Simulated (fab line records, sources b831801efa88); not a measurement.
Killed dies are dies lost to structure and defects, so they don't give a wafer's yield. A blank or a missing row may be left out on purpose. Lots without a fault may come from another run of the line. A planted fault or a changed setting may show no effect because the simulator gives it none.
Problem report in the 8D (eight disciplines) form, filled by code | flow sky130 | the parts of the form that need people (team, actions taken, sign-off) are left out

1. THE PROBLEM
SONOS_ONO_OXIDATION_THK at SKY_SONOS_ONO_THK_MEAS_01 reads a mean of 3.02 nm on 6 wafers of 2 lots; wafers without a fault read 2.60 nm with a standard deviation of 0.062. That is +6.7 standard deviations from the usual mean.
First seen on wafer L349.1, day 15 03:32, on film_metro-04. The record holds 36 wafers of 12 lots with a number at this step. Rule for "out", or "out of limits": more than 4 standard deviations from the usual mean. The other wafers with a number count as sound.

2. WHAT IT IS AND WHAT IT IS NOT
question                    | is                      | is not
which readings at this step | SONOS_ONO_OXIDATION_THK | -
which lots                  | L349, L351              | L339, L340, L341, L343, L344, L356, L357, L358, L360, L361
which wafers of those lots  | all that have a number  | -
read on which gauges        | film_metro-04           | film_metro-02, film_metro-03
when                        | from day 15 03:32       | up to then (15 sound wafers); but 15 sound wafers of L356, L357, L358, L360, L361 came after

3. SUSPECTS, AND WHAT RULES EACH OUT
Counting: a tool at a process step up to the reading stays a suspect if it ran every lot that is out and no sound lot after the first of them.
- the gauge at SKY_SONOS_ONO_THK_MEAS_01: ruled out. All the wafers that are out were read on film_metro-04, but those of them that SKY_SONOS_ONO_OXIDATION_00 has rows for are out there too, on other tools.
- furnace-01 at SKY_SONOS_ONO_OXIDATION_00 (stabilise 600 s, purge 300 s, target thk 2.6 nm): ruled out as a lasting fault. Sound lots L361 ran on it after its first lot that is out, L349 (day 15 02:12).
Left after counting: nothing in the record.

4. THE CAUSE (what the simulator had put in)
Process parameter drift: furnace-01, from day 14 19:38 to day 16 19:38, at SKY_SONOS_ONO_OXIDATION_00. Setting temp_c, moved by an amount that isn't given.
Counting ruled it out, wrongly: the rule takes a fault to strike every lot that its tool runs from its start on, and this one did not.

5. THE CHAIN OF EFFECTS, in route order
Each row: a reading whose mean over the struck wafers that have a number lies more than 3 standard deviations from the usual. Only readings for which the record gives a usual standard deviation are gone through. hours: the time from each lot's start at the first step in this table that gives one to its start at this step, as a median over the lots. sigmas: the change in usual standard deviations.
hours | step                       | reading                 | usual   | on struck wafers | change | sigmas
0     | SKY_SONOS_ONO_OXIDATION_00 | spike_tc_bottom_C       | 819.5 C | 831.8            | +12.2  | +5.3
0     | SKY_SONOS_ONO_OXIDATION_00 | spike_tc_centre_C       | 801.3 C | 812.2            | +10.9  | +9.9
0     | SKY_SONOS_ONO_OXIDATION_00 | spike_tc_lower_C        | 800.7 C | 811.1            | +10.4  | +10
0     | SKY_SONOS_ONO_OXIDATION_00 | spike_tc_top_C          | 814.9 C | 826.4            | +11.5  | +8.2
0     | SKY_SONOS_ONO_OXIDATION_00 | spike_tc_upper_C        | 799.6 C | 810.0            | +10.4  | +8.7
0     | SKY_SONOS_ONO_OXIDATION_00 | zone_power_lower_pct    | 14.66 % | 15.23            | +0.57  | +3.6
1     | SKY_SONOS_ONO_THK_MEAS_01  | SONOS_ONO_OXIDATION_THK | 2.60 nm | 3.02             | +0.42  | +6.7
The process steps in it:
- SKY_SONOS_ONO_OXIDATION_00: stabilise 600 s, purge 300 s, target thk 2.6 nm.

6. WHAT WOULD HAVE CAUGHT IT SOONER
In this record the first reading out of limits at a measuring or inspecting step was taken at day 15 03:32, 8 hours after the fault began at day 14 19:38.
The tool's own readings at SKY_SONOS_ONO_OXIDATION_00 were out on every struck wafer that the step has a row for (spike_tc_bottom_C, spike_tc_centre_C, spike_tc_lower_C, spike_tc_top_C, spike_tc_upper_C): an alarm limit on them would have fired on the first of those.
